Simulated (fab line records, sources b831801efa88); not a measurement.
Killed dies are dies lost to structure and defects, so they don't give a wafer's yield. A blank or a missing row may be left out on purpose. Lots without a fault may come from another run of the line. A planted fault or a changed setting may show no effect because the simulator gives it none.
Chamber matching | flow sfq_line | SFQ_TRILAYER_I1_CMP_CMP_046 on cmp-02: 4 sister chambers
The step polishes SiO2. 18 wafers are shown with their chamber, then 8 later ones without.

WAFERS WITH THEIR CHAMBER
wafer  | chamber | motor_current_A (A) | time_to_endpoint_s (s)
L333.3 | 2       | 9.9                 | 217
L333.1 | 1       | 13.5                | 211
L333.6 | 3       | 10.4                | 219
L335.2 | 1       | 13.4                | 224
L335.3 | 0       | 8.8                 | 215
L335.5 | 0       | 8.4                 | 223
L336.3 | 0       | 8.8                 | 211
L336.4 | 3       | 10.0                | 204
L336.6 | 1       | 13.3                | 228
L337.1 | 0       | 8.8                 | 230
L337.2 | 1       | 12.8                | 221
L337.5 | 3       | 10.1                | 224
L338.1 | 2       | 9.7                 | 212
L338.2 | 0       | 8.5                 | 210
L338.6 | 1       | 14.3                | 228
L339.1 | 3       | 9.7                 | 213
L339.3 | 0       | 9.3                 | 213
L339.5 | 0       | 8.8                 | 221

SIGNATURES (means of the wafers above)
reading            | chamber 0 | chamber 1 | chamber 2 | chamber 3 | scatter within a chamber
motor_current_A    | 8.771     | 13.460    | 9.800     | 10.050    | 0.372
time_to_endpoint_s | 217.57    | 222.40    | 214.50    | 215.00    | 7.35
Rule: a wafer's distance from a chamber is the root of the sum, over the readings, of the square of ((its reading less the chamber's mean) divided by the reading's scatter). The wafer belongs to the nearest chamber; if the next one is less than 2 further off, it can't be placed. The scatter: the root of (the sum of the squares of (reading less its chamber's mean) over the shown wafers, divided by (wafers less chambers)).

WAFERS WITHOUT THEIR CHAMBER
wafer  | motor_current_A (A) | time_to_endpoint_s (s)
L340.1 | 13.5                | 227
L340.2 | 9.3                 | 227
L340.3 | 9.9                 | 219
L342.3 | 9.6                 | 213
L342.4 | 10.0                | 217
L342.5 | 10.1                | 212
L343.4 | 13.2                | 226
L343.5 | 10.1                | 214

WHICH CHAMBER EACH WENT THROUGH
wafer  | from the rows above          | in truth
L340.1 | 1                            | 1
L340.2 | can't be placed: 0 or 2 or 3 | 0
L340.3 | can't be placed: 2 or 3      | 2
L342.3 | can't be placed: 2 or 3 or 0 | 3
L342.4 | can't be placed: 3 or 2      | 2
L342.5 | can't be placed: 3 or 2      | 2
L343.4 | 1                            | 1
L343.5 | can't be placed: 3 or 2      | 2
Placed correctly: 2 of 8. Can't be placed from these rows: 6 (the true chamber is among the candidates in 6). Placed wrongly: 0.
